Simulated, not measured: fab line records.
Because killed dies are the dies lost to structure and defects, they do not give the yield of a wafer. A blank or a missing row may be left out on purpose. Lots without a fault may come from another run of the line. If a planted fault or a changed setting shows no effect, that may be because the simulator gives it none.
fab line records	flow gf180mcu
record: lots: 24	wafers: 72	last-day: 34
route steps=602 shown V1@358 V2@397 V3@454 MIM@514 V5@554
lots with no fault: from the same line, run without faults
start-h: hours from the record's opening day to when the first of the lot's shown wafers began	wait-h: how many hours have passed since the lot's step before this one	" as in the row above	L1.1+2: one row covering several wafers at once	- no value, or no start was given	* or withheld: withheld	< > ~ a bound
route shown NAME@n: NAME is a module with steps in the file, n the number in the route of the first one	usual: mean/standard deviation taken from wafers without a fault	same: alike in all rows	chamber/n: place in a boat	sites: readings site by site	_std_site: the standard deviation of these	_edge_site: inner sites' mean taken away from outer sites' mean	radius-mm: how far each site lies from the wafer's centre	mask NAME#n: copy n	behind: tool/chamber where the wafer was last shaped	hold: what put the lot on hold/how long, in hours/how the hold closed	device: the transistor (n, p or np) that didn't switch	end of line: at the end of the route, the tests of the same wafers	a step given without rows: its recipe and nothing more	killed: the dies lost at the first sort to structure and to defects; this is not the yield of the wafer	map: a wafer's dies, marking killed ones x, the rest . and places with no die _
set.NAME: the setting that was run; set.NAME@STEP: the one run at that earlier step	model.NAME: the simulator's own value behind a step, which no gauge read
a sample of lots followed through the steps of the route, with each step as a table and each wafer as a row
services: from which hour (start-h, from the record's first day; less than 0 if before it) a tool's chamber was out of use, for how many hours, and why
== steps ==
step: GF_V1_CVD_23
recipe: material: W	target-thk-nm: 350	time-s: 105.05	temp-c: 400	pressure-torr: 40
usual: heater-power-w: 788/96
lot.wafer	tool	chamber	start-h	wait-h	heater-power-w
L074.1	cvd-w-01	0	407.08	1.0	731
L074.4	"	0	"	"	731
L074.6	"	1	"	"	861
L075.1	cvd-w-01	1	414.83	0.0	860
L075.2	"	0	"	"	709
L075.5	"	1	"	"	872
L076.1	cvd-w-02	0	422.70	0.0	870
L076.5	"	1	"	"	655
L076.6	"	0	"	"	905
L077.1	cvd-w-02	0	443.82	0.0	897
L077.2	"	1	"	"	694
L077.6	"	0	"	"	885
L078.2	cvd-w-02	1	451.40	0.0	666
L078.4	"	0	"	"	878
L078.6	"	0	"	"	891
L079.1	cvd-w-01	0	462.15	0.0	727
L079.5	"	1	"	"	841
L079.6	"	0	"	"	698
L080.3	cvd-w-02	0	468.00	0.1	879
L080.4	"	1	"	"	689
L080.6	"	0	"	"	893
L081.2	cvd-w-02	1	470.39	0.0	688
L081.3	"	0	"	"	888
L081.4	"	1	"	"	676
L082.3	cvd-w-01	1	491.08	0.1	867
L082.5	"	0	"	"	703
L082.6	"	1	"	"	847
L083.1	cvd-w-02	0	493.11	0.0	867
L083.3	"	1	"	"	675
L083.5	"	1	"	"	672
L084.1	cvd-w-01	0	500.55	0.0	712
L084.3	"	1	"	"	875
L084.4	"	0	"	"	710
L085.1	cvd-w-02	0	510.39	0.0	908
L085.5	"	1	"	"	691
L085.6	"	0	"	"	872
L086.1	cvd-w-02	0	520.62	0.0	879
L086.2	"	1	"	"	678
L086.5	"	1	"	"	654
L087.3	cvd-w-02	0	532.27	0.1	894
L087.4	"	1	"	"	683
L087.5	"	0	"	"	892
L088.1	cvd-w-01	1	550.48	0.0	863
L088.2	"	0	"	"	709
L088.6	"	0	"	"	721
L089.1	cvd-w-02	0	553.42	0.0	913
L089.4	"	0	"	"	906
L089.5	"	1	"	"	691
L090.2	cvd-w-02	0	558.52	0.0	883
L090.3	"	0	"	"	899
L090.4	"	1	"	"	689
L091.2	cvd-w-02	0	566.62	0.0	908
L091.3	"	0	"	"	920
L091.5	"	1	"	"	677
L092.2	cvd-w-02	0	577.13	0.0	886
L092.4	"	0	"	"	888
L092.6	"	0	"	"	909
L093.1	cvd-w-02	0	578.49	0.0	904
L093.2	"	1	"	"	676
L093.4	"	1	"	"	684
L094.1	cvd-w-01	0	587.28	0.0	710
L094.3	"	1	"	"	863
L094.5	"	0	"	"	737
L095.1	cvd-w-01	1	593.59	0.0	848
L095.3	"	1	"	"	867
L095.6	"	0	"	"	729
L096.1	cvd-w-02	1	597.21	0.0	672
L096.2	"	0	"	"	886
L096.5	"	0	"	"	905
L097.1	cvd-w-01	1	606.00	0.0	872
L097.2	"	0	"	"	715
L097.6	"	0	"	"	710
step: GF_V2_OVL_MEAS_15
usual: V2_OVL: 3/5
lot.wafer	tool	chamber	start-h	wait-h	V2_OVL[nm]
L074.1	overlay-02	-	457.23	0.1	5
L074.4	"	-	"	"	-2
L074.6	"	-	"	"	-8
L075.1	overlay-02	-	465.30	0.1	4
L075.2	"	-	"	"	3
L075.5	"	-	"	"	10
L076.1	overlay-02	-	473.74	0.1	-1
L076.5	"	-	"	"	-2
L076.6	"	-	"	"	-3
L077.1	overlay-02	-	494.33	0.1	2
L077.2	"	-	"	"	1
L077.6	"	-	"	"	-1
L078.2	overlay-01	-	501.90	0.1	11
L078.4	"	-	"	"	-3
L078.6	"	-	"	"	4
L079.1	overlay-02	-	511.89	0.1	5
L079.5	"	-	"	"	14
L079.6	"	-	"	"	6
L080.3	overlay-01	-	517.75	0.1	9
L080.4	"	-	"	"	-5
L080.6	"	-	"	"	3
L081.2	overlay-01	-	518.95	0.1	9
L081.3	"	-	"	"	6
L081.4	"	-	"	"	-2
L082.3	overlay-01	-	539.59	0.1	1
L082.5	"	-	"	"	2
L082.6	"	-	"	"	12
L083.1	overlay-01	-	540.29	0.1	2
L083.3	"	-	"	"	8
L083.5	"	-	"	"	10
L084.1	overlay-02	-	548.54	0.1	-2
L084.3	"	-	"	"	4
L084.4	"	-	"	"	-5
L085.1	overlay-01	-	558.35	0.1	-2
L085.5	"	-	"	"	-2
L085.6	"	-	"	"	2
L086.1	overlay-02	-	568.38	0.1	5
L086.2	"	-	"	"	0
L086.5	"	-	"	"	9
L087.3	overlay-02	-	579.24	0.1	1
L087.4	"	-	"	"	-3
L087.5	"	-	"	"	3
L088.1	overlay-01	-	596.94	0.1	4
L088.2	"	-	"	"	0
L088.6	"	-	"	"	-6
L089.1	overlay-02	-	598.83	0.1	3
L089.4	"	-	"	"	2
L089.5	"	-	"	"	-1
L090.2	overlay-02	-	603.94	0.1	-6
L090.3	"	-	"	"	1
L090.4	"	-	"	"	1
L091.2	overlay-01	-	610.85	0.1	2
L091.3	"	-	"	"	-8
L091.5	"	-	"	"	1
L092.2	overlay-01	-	622.29	0.1	4
L092.4	"	-	"	"	4
L092.6	"	-	"	"	4
L093.1	overlay-02	-	623.36	0.1	10
L093.2	"	-	"	"	-3
L093.4	"	-	"	"	-1
L094.1	overlay-01	-	630.24	0.1	5
L094.3	"	-	"	"	7
L094.5	"	-	"	"	9
L095.1	overlay-02	-	636.37	0.1	-3
L095.3	"	-	"	"	0
L095.6	"	-	"	"	0
L096.1	overlay-02	-	640.03	0.1	4
L096.2	"	-	"	"	-1
L096.5	"	-	"	"	0
L097.1	overlay-02	-	648.75	0.1	15
L097.2	"	-	"	"	2
L097.6	"	-	"	"	3
step: GF_V2_STRIP_18
recipe: chemistry: O2/N2	power-w: 1400	pressure-mtorr: 1500	platen-temp-c: 250	o2-flow-sccm: 3000	n2-flow-sccm: 300	overash-fraction: 0.5
usual: drypump-motor-current-A: 5.5/0.39	heater-power-w: 324/16	oes-product-au: 0.593/0.0051
lot.wafer	tool	chamber	start-h	wait-h	drypump-motor-current-A	heater-power-w	oes-product-au	rf-hours-counter-h
L074.1	plasma-asher-04	0	457.40	-	5.5	339	0.594	34
L074.4	"	0	"	"	5.5	339	0.599	-
L074.6	"	0	"	"	5.5	341	0.584	-
L075.1	plasma-asher-04	1	465.46	-	5.8	328	0.593	35
L075.2	"	0	"	"	5.5	338	0.600	35
L075.5	"	1	"	"	5.8	333	0.594	-
L076.1	plasma-asher-04	1	473.91	-	5.8	326	0.602	36
L076.5	"	0	"	"	5.5	330	0.590	-
L076.6	"	1	"	"	5.8	329	0.590	-
L077.1	plasma-asher-02	1	494.50	-	6.1	319	0.584	7
L077.2	"	0	"	"	5.6	352	0.589	7
L077.6	"	1	"	"	6.1	314	0.590	-
L078.2	plasma-asher-04	1	502.05	-	5.8	324	0.586	39
L078.4	"	0	"	"	5.5	336	0.585	-
L078.6	"	0	"	"	5.5	338	0.590	-
L079.1	plasma-asher-02	1	512.05	-	6.2	320	0.597	9
L079.5	"	0	"	"	5.6	334	0.577	-
L079.6	"	1	"	"	6.1	324	0.591	-
L080.3	plasma-asher-04	1	517.94	-	5.8	327	0.602	-
L080.4	"	0	"	"	5.5	341	0.594	-
L080.6	"	1	"	"	5.8	331	0.587	-
L081.2	plasma-asher-04	0	519.11	-	5.5	337	0.585	41
L081.3	"	1	"	"	5.8	319	0.599	-
L081.4	"	0	"	"	5.5	343	0.589	-
L082.3	plasma-asher-01	1	539.78	-	4.8	323	0.589	-
L082.5	"	0	"	"	5.4	298	0.596	-
L082.6	"	1	"	"	4.8	320	0.601	-
L083.1	plasma-asher-04	1	540.45	-	5.8	325	0.594	43
L083.3	"	1	"	"	5.8	324	0.594	-
L083.5	"	0	"	"	5.5	336	0.601	-
L084.1	plasma-asher-01	1	548.70	-	4.8	330	0.590	80
L084.3	"	1	"	"	4.8	327	0.591	-
L084.4	"	0	"	"	5.4	295	0.596	-
L085.1	plasma-asher-02	1	558.51	-	6.1	307	0.587	14
L085.5	"	0	"	"	5.6	338	0.587	-
L085.6	"	1	"	"	6.1	320	0.597	-
L086.1	plasma-asher-02	0	568.55	-	5.6	341	0.599	15
L086.2	"	1	"	"	6.1	316	0.592	15
L086.5	"	0	"	"	5.6	335	0.591	-
L087.3	plasma-asher-01	1	579.43	-	4.8	321	0.593	-
L087.4	"	0	"	"	5.4	297	0.596	-
L087.5	"	0	"	"	5.4	296	0.595	-
L088.1	plasma-asher-01	0	597.10	-	5.4	289	0.593	86
L088.2	"	1	"	"	4.8	314	0.580	86
L088.6	"	0	"	"	5.4	298	0.592	-
L089.1	plasma-asher-02	1	599.00	-	6.1	322	0.594	18
L089.4	"	1	"	"	6.1	316	0.595	-
L089.5	"	1	"	"	6.2	315	0.586	-
L090.2	plasma-asher-04	1	604.10	-	5.8	332	0.583	50
L090.3	"	0	"	"	5.5	336	0.582	-
L090.4	"	1	"	"	5.8	324	0.594	-
L091.2	plasma-asher-04	0	611.01	-	5.5	344	0.590	51
L091.3	"	1	"	"	5.8	320	0.599	-
L091.5	"	0	"	"	5.5	346	0.599	-
L092.2	plasma-asher-04	1	622.45	-	5.8	324	0.591	52
L092.4	"	1	"	"	5.8	328	0.591	-
L092.6	"	1	"	"	5.8	319	0.585	-
L093.1	plasma-asher-01	0	623.52	-	5.4	287	0.596	89
L093.2	"	1	"	"	4.8	325	0.591	89
L093.4	"	0	"	"	5.4	301	0.588	-
L094.1	plasma-asher-02	1	630.40	-	6.1	322	0.588	22
L094.3	"	0	"	"	5.6	338	0.590	-
L094.5	"	0	"	"	5.6	340	0.590	-
L095.1	plasma-asher-01	1	636.54	-	4.8	330	0.599	90
L095.3	"	0	"	"	5.4	289	0.607	-
L095.6	"	1	"	"	4.8	313	0.601	-
L096.1	plasma-asher-01	1	640.20	-	4.8	322	0.591	90
L096.2	"	0	"	"	5.4	295	0.588	90
L096.5	"	0	"	"	5.4	293	0.594	-
L097.1	plasma-asher-01	1	648.92	-	4.8	317	0.589	91
L097.2	"	0	"	"	5.4	290	0.597	91
L097.6	"	0	"	"	5.4	299	0.594	-
step: GF_V3_THK_MEAS_25
recipe: thk-meas-gauge: xrf	reads: W_of_V3_CVD_23
usual: V3_W_THK: 357/8.3
lot.wafer	tool	chamber	start-h	wait-h	V3_W_THK[nm]
L074.1	film-metro-02	-	508.63	0.1	367
L074.4	"	-	"	"	373
L074.6	"	-	"	"	373
L075.1	film-metro-01	-	517.76	0.1	365
L075.2	"	-	"	"	350
L075.5	"	-	"	"	365
L076.1	film-metro-03	-	525.77	0.1	342
L076.5	"	-	"	"	350
L076.6	"	-	"	"	343
L077.1	film-metro-03	-	545.16	0.1	343
L077.2	"	-	"	"	363
L077.6	"	-	"	"	347
L078.2	film-metro-02	-	551.95	0.1	362
L078.4	"	-	"	"	358
L078.6	"	-	"	"	366
L079.1	film-metro-01	-	561.55	0.1	364
L079.5	"	-	"	"	375
L079.6	"	-	"	"	360
L080.3	film-metro-01	-	567.75	0.1	357
L080.4	"	-	"	"	364
L080.6	"	-	"	"	359
L081.2	film-metro-01	-	568.77	0.1	374
L081.3	"	-	"	"	370
L081.4	"	-	"	"	360
L082.3	film-metro-03	-	587.56	0.1	352
L082.5	"	-	"	"	354
L082.6	"	-	"	"	363
L083.1	film-metro-01	-	588.82	0.1	353
L083.3	"	-	"	"	355
L083.5	"	-	"	"	347
L084.1	film-metro-01	-	595.99	0.1	373
L084.3	"	-	"	"	369
L084.4	"	-	"	"	359
L085.1	film-metro-01	-	606.12	0.1	373
L085.5	"	-	"	"	362
L085.6	"	-	"	"	366
L086.1	film-metro-03	-	616.19	0.1	343
L086.2	"	-	"	"	347
L086.5	"	-	"	"	345
L087.3	film-metro-02	-	626.25	0.1	354
L087.4	"	-	"	"	352
L087.5	"	-	"	"	353
L088.1	film-metro-02	-	642.18	0.1	352
L088.2	"	-	"	"	369
L088.6	"	-	"	"	370
L089.1	film-metro-02	-	643.43	0.1	353
L089.4	"	-	"	"	359
L089.5	"	-	"	"	350
L090.2	film-metro-03	-	648.59	0.1	356
L090.3	"	-	"	"	364
L090.4	"	-	"	"	355
L091.2	film-metro-01	-	654.85	0.1	357
L091.3	"	-	"	"	361
L091.5	"	-	"	"	358
L092.2	film-metro-01	-	666.64	0.1	355
L092.4	"	-	"	"	363
L092.6	"	-	"	"	359
L093.1	film-metro-03	-	666.73	0.1	369
L093.2	"	-	"	"	358
L093.4	"	-	"	"	365
L094.1	film-metro-02	-	673.68	0.1	349
L094.3	"	-	"	"	345
L094.5	"	-	"	"	345
L095.1	film-metro-02	-	678.81	0.1	347
L095.3	"	-	"	"	349
L095.6	"	-	"	"	349
L096.1	film-metro-01	-	682.70	0.1	357
L096.2	"	-	"	"	349
L096.5	"	-	"	"	355
L097.1	film-metro-03	-	690.48	0.1	347
L097.2	"	-	"	"	354
L097.6	"	-	"	"	350
step: GF_MIM_THK_MEAS_11
recipe: thk-meas-gauge: xrf	reads: AlCu_of_MIM_SPUTTER_08
usual: MIM_ALCU_THK: 205.5/2.1
lot.wafer	tool	chamber	start-h	wait-h	MIM_ALCU_THK[nm]
L074.1	film-metro-03	-	558.62	0.1	203.4
L074.4	"	-	"	"	205.0
L074.6	"	-	"	"	203.3
L075.1	film-metro-04	-	566.67	0.1	206.7
L075.2	"	-	"	"	206.4
L075.5	"	-	"	"	206.5
L076.1	film-metro-03	-	574.38	0.1	200.9
L076.5	"	-	"	"	203.2
L076.6	"	-	"	"	201.4
L077.1	film-metro-03	-	592.40	0.1	205.7
L077.2	"	-	"	"	205.0
L077.6	"	-	"	"	205.0
L078.2	film-metro-03	-	599.97	0.1	206.2
L078.4	"	-	"	"	203.7
L078.6	"	-	"	"	204.1
L079.1	film-metro-03	-	608.32	0.1	206.1
L079.5	"	-	"	"	208.4
L079.6	"	-	"	"	208.1
L080.3	film-metro-04	-	614.84	0.1	203.6
L080.4	"	-	"	"	200.9
L080.6	"	-	"	"	203.6
L081.2	film-metro-01	-	615.80	0.1	205.2
L081.3	"	-	"	"	204.1
L081.4	"	-	"	"	203.6
L082.3	film-metro-04	-	632.54	0.1	204.4
L082.5	"	-	"	"	205.2
L082.6	"	-	"	"	203.7
L083.1	film-metro-04	-	633.80	0.1	201.1
L083.3	"	-	"	"	200.3
L083.5	"	-	"	"	202.9
L084.1	film-metro-04	-	641.17	0.1	206.8
L084.3	"	-	"	"	205.6
L084.4	"	-	"	"	208.0
L085.1	film-metro-04	-	650.57	0.1	208.5
L085.5	"	-	"	"	208.7
L085.6	"	-	"	"	206.8
L086.1	film-metro-04	-	658.82	0.1	207.2
L086.2	"	-	"	"	203.7
L086.5	"	-	"	"	204.7
L087.3	film-metro-03	-	669.01	0.1	206.4
L087.4	"	-	"	"	206.1
L087.5	"	-	"	"	206.1
L088.1	film-metro-01	-	684.83	0.1	205.2
L088.2	"	-	"	"	203.3
L088.6	"	-	"	"	205.2
L089.1	film-metro-03	-	685.77	0.1	205.0
L089.4	"	-	"	"	203.8
L089.5	"	-	"	"	206.3
L090.2	film-metro-04	-	691.03	0.1	207.2
L090.3	"	-	"	"	208.6
L090.4	"	-	"	"	205.9
L091.2	film-metro-03	-	696.68	0.1	203.4
L091.3	"	-	"	"	205.0
L091.5	"	-	"	"	207.1
L092.2	film-metro-01	-	708.17	0.1	206.3
L092.4	"	-	"	"	204.3
L092.6	"	-	"	"	205.3
L093.1	film-metro-01	-	709.12	0.1	206.1
L093.2	"	-	"	"	203.8
L093.4	"	-	"	"	205.3
L094.1	film-metro-01	-	715.61	0.1	208.7
L094.3	"	-	"	"	205.3
L094.5	"	-	"	"	207.4
L095.1	film-metro-01	-	720.39	0.1	208.9
L095.3	"	-	"	"	208.1
L095.6	"	-	"	"	207.0
L096.1	film-metro-03	-	723.15	0.1	203.5
L096.2	"	-	"	"	204.8
L096.5	"	-	"	"	204.9
L097.1	film-metro-04	-	730.28	0.1	208.0
L097.2	"	-	"	"	210.0
L097.6	"	-	"	"	209.0
step: GF_V5_CD_MEAS_14
recipe: target-cd-nm: 260
usual: cd-nm: 259.5/0.99
lot.wafer	tool	chamber	start-h	wait-h	cd-nm
L074.1	cd-sem-02	-	624.37	0.1	259.1
L074.4	"	-	"	"	260.2
L074.6	"	-	"	"	259.0
L075.1	cd-sem-02	-	631.33	0.1	257.9
L075.2	"	-	"	"	257.3
L075.5	"	-	"	"	259.6
L076.1	cd-sem-01	-	638.18	0.1	258.7
L076.5	"	-	"	"	259.9
L076.6	"	-	"	"	259.4
L077.1	cd-sem-01	-	655.68	0.1	259.7
L077.2	"	-	"	"	260.1
L077.6	"	-	"	"	259.2
L078.2	cd-sem-02	-	661.90	0.1	259.3
L078.4	"	-	"	"	260.2
L078.6	"	-	"	"	259.5
L079.1	cd-sem-02	-	670.03	0.1	259.9
L079.5	"	-	"	"	258.6
L079.6	"	-	"	"	260.0
L080.3	cd-sem-02	-	674.72	0.1	259.9
L080.4	"	-	"	"	258.4
L080.6	"	-	"	"	259.3
L081.2	cd-sem-02	-	675.70	0.1	259.7
L081.3	"	-	"	"	260.2
L081.4	"	-	"	"	258.8
L082.3	cd-sem-02	-	692.07	0.1	258.3
L082.5	"	-	"	"	257.4
L082.6	"	-	"	"	258.5
L083.1	cd-sem-01	-	692.58	0.1	258.8
L083.3	"	-	"	"	259.5
L083.5	"	-	"	"	258.6
L084.1	cd-sem-01	-	700.43	0.1	259.5
L084.3	"	-	"	"	259.7
L084.4	"	-	"	"	259.8
L085.1	cd-sem-01	-	708.23	0.1	259.6
L085.5	"	-	"	"	259.5
L085.6	"	-	"	"	259.3
L086.1	cd-sem-02	-	717.13	0.1	258.8
L086.2	"	-	"	"	260.2
L086.5	"	-	"	"	258.4
L087.3	cd-sem-02	-	725.76	0.1	260.3
L087.4	"	-	"	"	260.1
L087.5	"	-	"	"	260.5
L088.1	cd-sem-01	-	739.93	0.1	258.8
L088.2	"	-	"	"	258.5
L088.6	"	-	"	"	258.6
L089.1	cd-sem-01	-	741.23	0.1	259.4
L089.4	"	-	"	"	260.5
L089.5	"	-	"	"	260.5
L090.2	cd-sem-01	-	745.60	0.1	258.9
L090.3	"	-	"	"	259.2
L090.4	"	-	"	"	257.8
L091.2	cd-sem-01	-	752.04	0.1	258.3
L091.3	"	-	"	"	259.7
L091.5	"	-	"	"	259.2
L092.2	cd-sem-02	-	759.99	0.1	259.1
L092.4	"	-	"	"	259.9
L092.6	"	-	"	"	259.4
L093.1	cd-sem-01	-	761.18	0.1	261.2
L093.2	"	-	"	"	260.9
L093.4	"	-	"	"	261.7
L094.1	cd-sem-01	-	777.03	0.1	261.0
L094.3	"	-	"	"	261.2
L094.5	"	-	"	"	261.4
L096.1	cd-sem-02	-	777.38	0.1	260.9
L096.2	"	-	"	"	259.9
L096.5	"	-	"	"	260.7
L095.1	cd-sem-01	-	777.53	0.1	258.6
L095.3	"	-	"	"	259.0
L095.6	"	-	"	"	257.7
L097.1	cd-sem-01	-	780.98	0.1	259.8
L097.2	"	-	"	"	259.3
L097.6	"	-	"	"	259.4
== services ==
tool	chamber	start-h	hours	kind
cvd-w-02	-	390.00	14.0	pm
cvd-w-02	0	390.00	14.0	vent-cycle
cvd-w-02	1	390.00	14.0	vent-cycle
plasma-asher-01	-	392.05	3.2	repair
cvd-w-02	-	404.00	6.9	pm
cvd-w-02	0	404.00	-	clean
cvd-w-02	1	404.00	-	clean
cvd-w-01	-	405.74	1.3	repair
plasma-asher-02	-	421.25	9.0	pm
plasma-asher-02	0	421.25	9.0	vent-cycle
plasma-asher-02	1	421.25	9.0	vent-cycle
cvd-w-01	-	429.38	6.9	pm
plasma-asher-02	0	430.25	-	clean
plasma-asher-02	1	430.25	-	clean
plasma-asher-01	-	475.07	7.5	repair
cvd-w-02	1	482.68	1.2	repair
plasma-asher-04	-	512.65	0.5	repair
cvd-w-01	-	522.00	2.8	pm
plasma-asher-01	-	535.86	0.8	repair
plasma-asher-02	-	560.97	2.8	pm
cvd-w-02	-	641.16	0.5	repair
== key ==
fault none
